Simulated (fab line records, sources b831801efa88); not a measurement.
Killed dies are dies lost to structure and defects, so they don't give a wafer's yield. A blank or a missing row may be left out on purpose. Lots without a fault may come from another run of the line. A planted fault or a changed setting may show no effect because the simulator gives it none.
Which tool did it? | flow gf180mcu | 24 lots, 72 wafers sampled, at 3 steps of a route of 602

WHAT THE GAUGES READ, wafer by wafer
GF_PSD_OVL_MEAS_08. Usual: PSD_OVL -0.5 nm, standard deviation 1.6.
lot  | measured     | on         | PSD_OVL (nm)   | flag
L074 | day 14 04:46 | overlay-01 | 0.0 0.3 -0.2   |
L075 | day 14 08:47 | overlay-02 | -1.0 -0.6 0.5  |
L076 | day 14 17:55 | overlay-01 | -2.9 -2.6 -3.6 |
L077 | day 15 02:34 | overlay-02 | -1.0 -0.5 -1.2 |
L078 | day 15 12:11 | overlay-02 | -4.7 -2.1 -2.3 |
L079 | day 16 03:26 | overlay-01 | -0.5 -1.2 -1.5 |
L080 | day 16 09:34 | overlay-02 | 0.9 1.6 0.1    |
L081 | day 16 20:17 | overlay-02 | -1.1 -0.9 0.3  |
L082 | day 17 01:47 | overlay-02 | -1.2 -1.1 0.1  |
L083 | day 17 07:35 | overlay-02 | 0.0 0.4 0.4    |
L084 | day 17 22:37 | overlay-02 | 1.7 2.2 0.9    |
L085 | day 18 15:28 | overlay-01 | 0.4 0.2 -0.1   |
L086 | day 19 03:56 | overlay-02 | 0.4 1.2 -0.1   |
L087 | day 19 06:59 | overlay-01 | -1.8 0.1 -0.3  |
L088 | day 19 12:04 | overlay-02 | -2.2 -1.8 -2.8 |
L089 | day 19 22:43 | overlay-02 | -1.6 -0.9 -0.4 |
L090 | day 20 02:28 | overlay-02 | 0.2 -0.2 0.0   |
L091 | day 20 15:04 | overlay-01 | -0.8 1.3 0.6   |
L092 | day 20 19:28 | overlay-02 | 1.4 2.4 1.7    |
L093 | day 20 19:46 | overlay-02 | -1.2 -0.5 -1.7 |
L094 | day 21 04:40 | overlay-02 | -3.7 -1.6 -3.3 |
L095 | day 21 10:23 | overlay-02 | 1.7 0.4 0.4    |
L096 | day 21 20:41 | overlay-02 | -1.4 -1.8 0.4  |
L097 | day 22 01:59 | overlay-02 | 0.1 0.2 0.8    |

GF_V1_THK_MEAS_01. Usual: V1_CVD_00_THK 604 nm, standard deviation 6.5.
lot  | measured     | on            | V1_CVD_00_THK (nm) | flag
L074 | day 17 02:34 | film_metro-03 | 612 613 610        |
L075 | day 17 06:28 | film_metro-02 | 599 592 605        |
L076 | day 17 17:28 | film_metro-02 | 607 608 607        |
L077 | day 18 00:50 | film_metro-02 | 603 604 610        |
L078 | day 18 13:17 | film_metro-03 | 596 598 588        |
L079 | day 19 05:25 | film_metro-04 | 592 596 596        |
L080 | day 19 13:30 | film_metro-03 | 603 604 600        |
L081 | day 20 00:49 | film_metro-02 | 605 599 597        |
L082 | day 20 05:03 | film_metro-03 | 608 609 605        |
L083 | day 20 12:44 | film_metro-04 | 621 615 626        |
L084 | day 21 03:20 | film_metro-02 | 597 600 601        |
L085 | day 21 19:43 | film_metro-02 | 612 610 611        |
L086 | day 22 08:07 | film_metro-02 | 612 609 615        |
L087 | day 22 11:24 | film_metro-02 | 601 608 603        |
L088 | day 22 15:01 | film_metro-02 | 600 604 611        |
L089 | day 23 00:50 | film_metro-04 | 603 614 610        |
L090 | day 23 04:28 | film_metro-02 | 602 595 598        |
L091 | day 23 16:33 | film_metro-04 | 604 609 599        |
L092 | day 23 21:28 | film_metro-02 | 603 609 605        |
L093 | day 23 22:34 | film_metro-02 | 597 604 594        |
L094 | day 24 07:14 | film_metro-04 | 605 612 606        |
L095 | day 24 11:45 | film_metro-02 | 599 609 618        |
L096 | day 24 21:02 | film_metro-03 | 596 604 598        |
L097 | day 25 02:48 | film_metro-04 | 600 603 602        |

WHICH TOOL RAN EACH LOT (tool, then ch and the chambers of the sampled wafers, then the start)
lot  | GF_PSD_STRIP_10
L074 | plasma_asher-04 ch 0,1, day 14 04:57
L075 | plasma_asher-01 ch 0,1, day 14 08:58
L076 | plasma_asher-04 ch 0,1, day 14 18:06
L077 | plasma_asher-04 ch 0,1, day 15 02:47
L078 | plasma_asher-04 ch 0, day 15 12:22
L079 | plasma_asher-04 ch 0,1, day 16 03:39
L080 | plasma_asher-03 ch 0,1, day 16 09:46
L081 | plasma_asher-03 ch 0,1, day 16 20:28
L082 | plasma_asher-01 ch 0,1, day 17 01:59
L083 | plasma_asher-03 ch 0,1, day 17 07:47
L084 | plasma_asher-04 ch 0,1, day 17 22:47
L085 | plasma_asher-04 ch 0, day 18 15:40
L086 | plasma_asher-03 ch 0,1, day 19 04:08
L087 | plasma_asher-04 ch 0,1, day 19 07:11
L088 | plasma_asher-03 ch 0,1, day 19 12:14
L089 | plasma_asher-03 ch 0,1, day 19 22:53
L090 | plasma_asher-01 ch 0,1, day 20 02:40
L091 | plasma_asher-04 ch 0,1, day 20 15:17
L092 | plasma_asher-01 ch 0,1, day 20 19:38
L093 | plasma_asher-01 ch 0,1, day 20 19:59
L094 | plasma_asher-03 ch 0,1, day 21 04:52
L095 | plasma_asher-01 ch 0,1, day 21 10:34
L096 | plasma_asher-04 ch 0,1, day 21 20:53
L097 | plasma_asher-04 ch 0,1, day 22 02:11
- GF_PSD_STRIP_10: strips in O2/N2.

WHAT THE TOOLS THEMSELVES READ (means of the sampled wafers that have a number; where no wafer has one, the mark that the record gives instead)
GF_PSD_STRIP_10. Usual: drypump_motor_current_A 5.9 A, standard deviation 0.62; heater_power_w 329 W, standard deviation 20; oes_product_au 0.592 a.u., standard deviation 0.0046; strip_time_to_endpoint_s 16.54 s, standard deviation 0.046.
lot  | tool            | drypump_motor_current_A (A) | heater_power_w (W) | oes_product_au (a.u.) | strip_time_to_endpoint_s (s) | flag
L074 | plasma_asher-04 | 6.2                         | 319                | 0.593                 | 16.51                        |
L075 | plasma_asher-01 | 5.4                         | 331                | 0.588                 | 16.48                        |
L076 | plasma_asher-04 | 6.2                         | 317                | 0.593                 | 16.52                        |
L077 | plasma_asher-04 | 6.2                         | 325                | 0.598                 | 16.49                        |
L078 | plasma_asher-04 | 6.1                         | 309                | 0.591                 | 16.58                        |
L079 | plasma_asher-04 | 6.2                         | 324                | 0.593                 | 16.55                        |
L080 | plasma_asher-03 | 5.5                         | 344                | 0.589                 | 16.52                        |
L081 | plasma_asher-03 | 5.8                         | 339                | 0.590                 | 16.58                        |
L082 | plasma_asher-01 | 5.4                         | 321                | 0.593                 | 16.64                        |
L083 | plasma_asher-03 | 5.5                         | 345                | 0.592                 | 16.53                        |
L084 | plasma_asher-04 | 6.2                         | 325                | 0.592                 | 16.58                        |
L085 | plasma_asher-04 | 6.1                         | 311                | 0.589                 | 16.57                        |
L086 | plasma_asher-03 | 5.8                         | 331                | 0.593                 | 16.61                        |
L087 | plasma_asher-04 | 6.1                         | 316                | 0.591                 | 16.52                        |
L088 | plasma_asher-03 | 5.8                         | 328                | 0.591                 | 16.52                        |
L089 | plasma_asher-03 | 5.5                         | 336                | 0.589                 | 16.55                        |
L090 | plasma_asher-01 | 5.4                         | 326                | 0.591                 | 16.57                        |
L091 | plasma_asher-04 | 6.2                         | 326                | 0.592                 | 16.52                        |
L092 | plasma_asher-01 | 5.4                         | 322                | 0.588                 | 16.51                        |
L093 | plasma_asher-01 | 5.4                         | 326                | 0.592                 | 16.46                        |
L094 | plasma_asher-03 | 5.8                         | 332                | 0.593                 | 16.56                        |
L095 | plasma_asher-01 | 5.4                         | 323                | 0.595                 | 16.52                        |
L096 | plasma_asher-04 | 6.2                         | 327                | 0.592                 | 16.48                        |
L097 | plasma_asher-04 | 6.2                         | 316                | 0.591                 | 16.52                        |

THE ANSWER, worked out from the rows above alone
Rule: a lot is off if the mean of its wafers that have a number lies more than 3 standard deviations from the usual mean. A lot without any number at a reading at which 4 lots or more have one is off too. The other lots that the step has rows for count as sound. The gauges are gone through in route order, then the tools' own readings, and for those a lot's mean is taken as printed above. The first step at which some lot is off is used, and at that step the reading that is off furthest; a lot without a number counts as furthest.
No lot is off at any reading shown: from this, nothing can be told.

WHAT THE SIMULATOR HAD PUT IN
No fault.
